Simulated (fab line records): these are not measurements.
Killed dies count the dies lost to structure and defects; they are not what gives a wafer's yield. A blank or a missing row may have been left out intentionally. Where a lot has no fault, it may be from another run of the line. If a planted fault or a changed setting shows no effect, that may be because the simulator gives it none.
Problem report in the 8D (eight disciplines) form, filled by code :: flow sfq line :: the parts of the form that need people (team, actions taken, sign-off) are left out

1. WHAT WENT WRONG
L0_MONX_KI_RS at SFQ_L0_RS_MEAS_901 reads a mean of 22.9 ohm/sq on 4 wafers of 2 lots; wafers without a fault read 43.3 ohm/sq with a standard deviation of 0.46. Relative to the usual mean, that is a shift of -44 standard deviations.
The step: measures by four-point-probe.
First observed at day 3 19:36: wafer L355.4, on film metro-02. At this step, 42 wafers from 14 lots have a number in the record. By rule, "out" or "out of limits" means more than 4 standard deviations away from the usual mean. The rest of the wafers with a number are treated as sound.

2. WHAT THIS IS AND IS NOT
question: which readings at this step
is: L0_MONX_KI_RS
is not: -

question: which lots
is: L355, L356
is not: L344, L345, L348, L349, L351, L357, L359, L361, L363, L365, L366, L367

question: which wafers of those lots
is: L355.4, L355.6, L356.4, L356.6
is not: L355.3, L356.5

question: read on which gauges
is: film metro-02, film metro-03
is not: film metro-04

question: when
is: from day 3 19:36
is not: up to then (16 sound wafers); but 22 sound wafers of L356, L357, L359, L361, L363, L365, L366, L367 came after

3. SUSPECTS, AND WHAT RULES EACH OUT
Counting: a tool at a process step up to the reading stays a suspect if it ran every lot that is out. Sound lots after the first of them don't rule it out here, since some wafers of a struck lot are sound.
- the gauge at SFQ_L0_RS_MEAS_901: ruled out. Those wafers that are out were read across 2 gauges (film metro-02, film metro-03).
- pvd sputter-04 at SFQ_TRILAYER_L0_DEP_SPUTTER_003 (material MoNx KI, target thk 40 nm, time 100 s): kept. It ran every lot that is out, first L355 (day 3 19:29).
The count leaves pvd sputter-04 at SFQ_TRILAYER_L0_DEP_SPUTTER_003.

4. THE CAUSE (what the simulator had put in)
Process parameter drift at SFQ_TRILAYER_L0_DEP_SPUTTER_003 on pvd sputter-04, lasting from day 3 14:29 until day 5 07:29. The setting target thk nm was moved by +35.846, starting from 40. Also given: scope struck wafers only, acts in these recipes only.
The count eliminated every tool but this one.

5. THE EFFECT CHAIN, in route order
Each row: a reading where the mean over the struck wafers with a number is more than 3 standard deviations away from the usual. Only readings whose record carries a usual standard deviation are examined. hours: median over the lots of the time between each lot's start at the first step of this table that gives one and its start at this step. sigmas: the change, counted in usual standard deviations.
hours: 0
step: SFQ_L0_RS_MEAS_901
reading: L0_MONX_KI_RS
usual: 43.3 ohm/sq
on struck wafers: 22.9
change: -20.3
sigmas: -44

hours: 0
step: SFQ_L0_THK_MEAS_902
reading: L0_MONX_KI_THK
usual: 40.4 nm
on struck wafers: 76.3
change: +35.9
sigmas: +75

hours: 74
step: SFQ_TRILAYER_L0_ETCH_METAL_ETCH_008
reading: oes product au
usual: 0.875 a.u.
on struck wafers: 0.996
change: +0.121
sigmas: +17
Its process steps:
- SFQ_TRILAYER_L0_ETCH_METAL_ETCH_008: etches MoNx KI in SF6/O2, stops on SiO2, target depth 50 nm, time 25 s.

6. HOW IT WOULD HAVE BEEN CAUGHT EARLIER
The first out-of-limits reading at a measuring or inspecting step in this record came at day 3 19:36, 5 hours after the fault's start at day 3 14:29.
Tool readings at SFQ_TRILAYER_L0_DEP_SPUTTER_003 with a usual standard deviation given in the record: none out on any struck wafer, hence no alarm at a limit of 4 standard deviations on them.
Among the 2 lots that are out, L356 began SFQ_TRILAYER_L0_DEP_SPUTTER_003 on pvd sputter-04 after day 3 19:36. Putting the tool on hold at that point would have spared it.
